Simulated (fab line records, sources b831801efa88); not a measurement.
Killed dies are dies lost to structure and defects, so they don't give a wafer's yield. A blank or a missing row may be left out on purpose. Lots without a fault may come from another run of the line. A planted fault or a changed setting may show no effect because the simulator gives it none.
One fault seen from 2 desks | flow gf180mcu | each desk has only its own numbers; what lay behind them comes last

THE METROLOGY DESK
What the gauges read, lot by lot, whatever tool the lot ran on: means of the sampled wafers that have a number. A lot is out of limits, marked OUT, if its mean lies more than 4 standard deviations from the usual mean; the brackets give that distance.
Columns: A = POLY_GATE_OVL at GF_POLY_GATE_OVL_MEAS_11, usual -4 nm; B = HV_LDD_3_TW at GF_HV_LDD_TW_MEAS_38, usual 1438; C = HV_LDD_RS at GF_HV_LDD_RS_MEAS_53, usual 418.1 ohm/sq
lot  | first seen here | A   | B               | C
L180 | day 9 07:11     | -11 | 1437            | 417.2
L182 | day 10 03:28    | -4  | 1439            | 418.3
L184 | day 10 17:19    | -8  | 1375 (-11) OUT  | 428.1 (+12) OUT
L187 | day 11 17:37    | -1  | 1382 (-9.4) OUT | 428.3 (+12) OUT
L189 | day 12 00:07    | -4  | 1438            | 418.9
L191 | day 12 17:44    | -4  | 1442            | 418.2
L195 | day 14 04:02    | -1  | 1439            | 417.9
L196 | day 14 11:04    | 0   | 1437            | 418.0
L198 | day 14 22:51    | -5  | 1444            | 419.1
L201 | day 15 15:35    | -3  | 1441            | 417.6
L202 | day 16 00:48    | -3  | 1443            | 419.0
This desk's finding: out of limits on L184, L187; first on L184, day 13 06:26 (HV_LDD_3_TW at GF_HV_LDD_TW_MEAS_38). In limits: L180, L182, L189, L191, L195, L196, L198, L201, L202.

THE TOOL OWNER'S DESK: implanter-03
The tool's own readings at GF_HV_LDD_IMPLANT_34: means of the sampled wafers that have a number, for each lot that ran on this tool. A lot is out of limits, marked OUT, if its mean lies more than 4 standard deviations from the usual mean; the brackets give that distance.
Columns: A = dose_ions_cm2 at GF_HV_LDD_IMPLANT_34, usual 7.5e+12; B = faraday_current_uA at GF_HV_LDD_IMPLANT_34, usual 42.4
lot  | first seen here | A                         | B
L182 | day 12 15:04    | 7.5e+12                   | 43.0
L184 | day 13 05:53    | 4.1e+12 (-99 or more) OUT | 22.9 (-24) OUT
L187 | day 14 08:13    | 4.1e+12 (-99 or more) OUT | 22.9 (-24) OUT
L195 | day 16 23:06    | 7.5e+12                   | 43.1
L196 | day 17 07:48    | 7.5e+12                   | 42.6
L201 | day 18 16:02    | 7.5e+12                   | 41.9
L202 | day 19 01:11    | 7.5e+12                   | 42.1
This desk's finding: out of limits on L184, L187; first on L184, day 13 05:53 (dose_ions_cm2 at GF_HV_LDD_IMPLANT_34). In limits: L182, L195, L196, L201, L202.

PUT TOGETHER
The tool owner's desk could have raised an alarm at day 13 05:53, on L184, L187.
The metrology desk could have raised an alarm at day 13 06:26, on L184, L187.
Of the lots named, all ran GF_HV_LDD_IMPLANT_34 on implanter-03.

WHAT THE SIMULATOR HAD PUT IN
Process parameter drift: implanter-03, from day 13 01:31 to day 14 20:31, at GF_HV_LDD_IMPLANT_34. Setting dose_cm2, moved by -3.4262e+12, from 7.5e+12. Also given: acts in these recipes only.
Lots struck among those shown: L184, L187.
Hours from the fault's start to each desk's first reading out of limits: the tool owner's desk, 4; the metrology desk, 5.
